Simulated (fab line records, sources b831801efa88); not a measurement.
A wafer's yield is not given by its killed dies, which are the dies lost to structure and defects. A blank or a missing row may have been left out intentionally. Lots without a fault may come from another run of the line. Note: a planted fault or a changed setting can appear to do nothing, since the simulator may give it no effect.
Which of the tools did it? ; flow sky130 ; 13 lots, 39 wafers sampled, at 4 steps of a route of 708

WHAT EACH GAUGE READ, for each wafer
SKY_METAL5_THK_MEAS_06: measures by xrf. Usual: METAL5_ALCU_THK typically reads 1164 nm, with standard deviation 13.
lot;measured;on;METAL5_ALCU_THK (nm);flag
L571;day 42 23:40;filmMetro-01;1150 1156 1164;
L572;day 43 15:19;filmMetro-01;1149 1166 1164;
L573;day 43 16:49;filmMetro-03;1142 1143 1129;
L574;day 43 23:17;filmMetro-03;1149 1157 1157;
L576;day 44 19:22;filmMetro-01;1152 1152 1149;
L577;day 45 01:57;filmMetro-04;1176 1179 1186;
L578;day 45 05:41;filmMetro-01;1167 1160 1154;
L581;day 46 00:24;filmMetro-04;1161 1171 1179;
L582;day 46 08:01;filmMetro-04;1148 1155 1151;
L584;day 46 18:24;filmMetro-04;1182 1172 1160;
L589;day 47 22:41;filmMetro-04;1171 1158 1178;
L590;day 48 02:34;filmMetro-01;1153 1167 1153;
L592;day 48 15:32;filmMetro-03;1161 1162 1175;

SKY_PAD_OPEN_BOW_MEAS_13. Usual: PAD_OPEN_BOW typically reads 48 um, with standard deviation 8.2.
lot;measured;on;PAD_OPEN_BOW (um);flag
L571;day 45 20:43;filmMetro-02;56 49 66;
L572;day 46 10:47;filmMetro-03;43 49 54;
L573;day 46 12:54;filmMetro-03;44 55 34;
L574;day 46 18:19;filmMetro-03;48 50 48;
L576;day 47 13:08;filmMetro-01;47 44 38;
L577;day 47 17:43;filmMetro-02;40 36 52;
L578;day 47 22:16;filmMetro-01;48 47 45;
L581;day 48 14:01;filmMetro-02;50 53 50;
L582;day 48 21:14;filmMetro-01;66 55 62;
L584;day 49 07:20;filmMetro-03;49 44 57;
L589;day 50 07:05;filmMetro-01;62 59 52;
L590;day 50 09:41;filmMetro-01;34 52 39;
L592;day 50 21:23;filmMetro-01;48 42 47;

TOOL THAT RAN EACH LOT (tool first, then ch and the chambers of the sampled wafers, then the start)
lot;SKY_POLY_GATE_ETCH_15;SKY_PASSIVATION_STRIP_12
L571;rieDiel-02 ch 0,1,2, day 16 11:02;plasmaAsher-04 ch 0,1, day 44 21:34
L572;rieDiel-02 ch 0,1,3, day 17 06:10;plasmaAsher-02 ch 0,1, day 45 11:50
L573;rieDiel-01 ch 1,2,3, day 17 06:25;plasmaAsher-04 ch 0,1, day 45 13:59
L574;rieDiel-02 ch 0,2,3, day 17 16:17;plasmaAsher-04 ch 0,1, day 45 19:37
L576;rieDiel-01 ch 1,2,3, day 18 16:40;plasmaAsher-04 ch 0,1, day 46 14:37
L577;rieDiel-03 ch 0,1,2, day 19 01:40;plasmaAsher-03 ch 0,1, day 46 19:41
L578;rieDiel-01 ch 0,1, day 19 10:05;plasmaAsher-02 ch 1, day 47 00:41
L581;rieDiel-01 ch 0,1, day 20 15:46;plasmaAsher-03 ch 0,1, day 47 16:55
L582;rieDiel-02 ch 1,2, day 21 02:26;plasmaAsher-02 ch 1, day 48 00:28
L584;rieDiel-02 ch 0,1,3, day 21 17:49;plasmaAsher-02 ch 1, day 48 10:40
L589;rieDiel-03 ch 0,2,3, day 23 11:28;plasmaAsher-02 ch 0,1, day 49 12:37
L590;rieDiel-03 ch 0,2, day 23 17:50;plasmaAsher-02 ch 0,1, day 49 15:12
L592;rieDiel-01 ch 0,2,3, day 24 14:07;plasmaAsher-03 ch 0,1, day 50 02:54
- SKY_POLY_GATE_ETCH_15: etches BARC in N2/H2, stops on SiO2, time 118.5 s, target depth 110 nm.
- SKY_PASSIVATION_STRIP_12: strips in O2/N2.

WHAT THE TOOLS THEMSELVES READ (means of the sampled wafers that have a number; where no wafer has one, the mark that the record gives instead)
SKY_POLY_GATE_ETCH_15. Usual: drypumpMotorCurrentA 5.6 A, standard deviation 0.42; oesProductAu 0.716 a.u., standard deviation 0.0049; throttleValvePct 13.213 %, standard deviation 0.0094.
lot;tool;drypumpMotorCurrentA (A);oesProductAu (a.u.);throttleValvePct (%);flag
L571;rieDiel-02;5.6;0.719;13.210;
L572;rieDiel-02;5.5;0.718;13.221;
L573;rieDiel-01;5.6;0.717;13.206;
L574;rieDiel-02;5.3;0.715;13.216;
L576;rieDiel-01;5.6;0.714;13.208;
L577;rieDiel-03;5.3;0.721;13.217;
L578;rieDiel-01;5.7;0.716;13.219;
L581;rieDiel-01;5.7;0.717;13.209;
L582;rieDiel-02;5.8;0.715;13.210;
L584;rieDiel-02;5.5;0.722;13.212;
L589;rieDiel-03;5.6;0.714;13.214;
L590;rieDiel-03;5.6;0.714;13.207;
L592;rieDiel-01;6.0;0.719;13.214;

SKY_PASSIVATION_STRIP_12. Usual: drypumpMotorCurrentA 5.5 A, standard deviation 0.49; oesProductAu 0.660 a.u., standard deviation 0.005; stripTimeToEndpointS 31.53 s, standard deviation 0.12.
lot;tool;drypumpMotorCurrentA (A);oesProductAu (a.u.);stripTimeToEndpointS (s);flag
L571;plasmaAsher-04;5.2;0.666;31.37;
L572;plasmaAsher-02;5.6;0.663;31.61;
L573;plasmaAsher-04;5.2;0.654;31.58;
L574;plasmaAsher-04;5.4;0.661;31.54;
L576;plasmaAsher-04;5.4;0.660;31.39;
L577;plasmaAsher-03;5.6;0.656;31.55;
L578;plasmaAsher-02;4.8;0.659;31.56;
L581;plasmaAsher-03;5.9;0.658;31.57;
L582;plasmaAsher-02;4.8;0.656;31.58;
L584;plasmaAsher-02;4.7;0.660;31.50;
L589;plasmaAsher-02;5.7;0.658;31.57;
L590;plasmaAsher-02;5.6;0.664;31.55;
L592;plasmaAsher-03;5.6;0.660;31.46;

THE ANSWER, worked out from the rows above alone
Rule: a lot is off if the mean of its wafers that have a number lies more than 3 standard deviations from the usual mean. Also off: a lot with no number at a reading for which 4 or more lots have one. Where the step has rows for the other lots, those lots are counted as sound. Order of review: gauges by route order, followed by the tools' own readings, for which a lot's mean as printed above is used. The first step at which some lot is off is used, and at that step the reading that is off furthest; a lot without a number counts as furthest.
Nothing can be told from this: no lot is off at any reading shown.

WHAT HAD BEEN PUT IN BY THE SIMULATOR
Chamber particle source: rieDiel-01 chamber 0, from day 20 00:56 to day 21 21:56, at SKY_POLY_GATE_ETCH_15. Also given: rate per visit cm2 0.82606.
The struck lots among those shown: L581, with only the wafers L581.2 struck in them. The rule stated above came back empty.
